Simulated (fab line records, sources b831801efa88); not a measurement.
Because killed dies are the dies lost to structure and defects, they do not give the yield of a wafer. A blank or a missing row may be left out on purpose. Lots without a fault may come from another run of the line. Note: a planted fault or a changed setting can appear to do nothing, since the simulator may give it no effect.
Which tool was responsible? -- flow sfq_line -- Sampling: 14 lots, 42 wafers, 2 of 325 route steps

== WHAT THE GAUGES SHOWED, per wafer ==
SFQ_M1_OVL_MEAS_911. Usual: M1_OVL -2 nm, standard deviation 7.1.
lot,measured,on,M1_OVL (nm),flag
L834,day 10 20:14,overlay-01,0 -7 -2,
L836,day 16 00:20,overlay-02,0 2 1,
L837,day 16 20:09,overlay-01,-8 -13 -8,
L838,day 22 05:32,overlay-01,-8 -11 -11,
L840,day 23 12:52,overlay-02,-9 -2 3,
L842,day 25 02:04,overlay-01,-16 -16 -12,
L844,day 26 06:52,overlay-02,3 0 2,
L846,day 27 16:55,overlay-02,-2 -1 0,
L848,day 28 06:07,overlay-01,-6 -6 0,
L849,day 28 12:07,overlay-02,-10 -8 -18,
L850,day 28 14:32,overlay-02,2 4 3,
L851,day 28 15:43,overlay-01,3 11 4,
L853,day 28 21:43,overlay-02,9 8 6,
L857,day 29 08:32,overlay-02,-1 5 6,

SFQ_M2_OVL_MEAS_916. Usual: M2_OVL -1 nm, standard deviation 6.
lot,measured,on,M2_OVL (nm),flag
L834,day 15 21:47,overlay-01,6 3 3,
L836,day 18 09:19,overlay-02,-5 -8 0,
L837,day 18 10:31,overlay-02,-2 -1 -6,
L838,day 29 08:26,overlay-01,11 12 10,
L840,day 30 18:20,overlay-02,2 -3 -4,
L842,day 32 07:21,overlay-01,9 6 13,
L844,day 33 03:52,overlay-01,3 -6 -1,
L846,day 35 07:50,overlay-01,-3 -8 -3,
L848,day 35 10:15,overlay-01,-7 -6 -6,
L849,day 35 13:51,overlay-01,-6 1 -8,
L850,day 35 16:16,overlay-01,0 1 7,
L851,day 35 17:26,overlay-01,0 4 3,
L853,day 40 23:10,overlay-01,-3 4 -3,
L857,day 41 08:47,overlay-01,4 3 0,

== EACH LOT AND THE TOOL THAT RAN IT (in order: tool; ch and the chambers of the sampled wafers; start) ==
Record: no process step prior to these readings.

== WHAT THE TOOLS THEMSELVES READ (means of the sampled wafers that have a number; where no wafer has one, the mark that the record gives instead) ==
The record holds no such reading with a usual standard deviation.

== THE ANSWER, worked out from the rows above alone ==
Rule: lot off if the mean of its wafers having a number is beyond 3 standard deviations from the usual mean. A lot without any number at a reading at which 4 lots or more have one is off too. All remaining lots with rows at the step are treated as sound. First the gauges in route order, then the tools' own readings, where a lot's mean is used as printed above. At the first step where some lot is off, the reading lying furthest off is the one used; lots without a number count as furthest.
None of the lots is off at any reading shown; this tells nothing.

== WHAT THE SIMULATOR HAD PUT IN ==
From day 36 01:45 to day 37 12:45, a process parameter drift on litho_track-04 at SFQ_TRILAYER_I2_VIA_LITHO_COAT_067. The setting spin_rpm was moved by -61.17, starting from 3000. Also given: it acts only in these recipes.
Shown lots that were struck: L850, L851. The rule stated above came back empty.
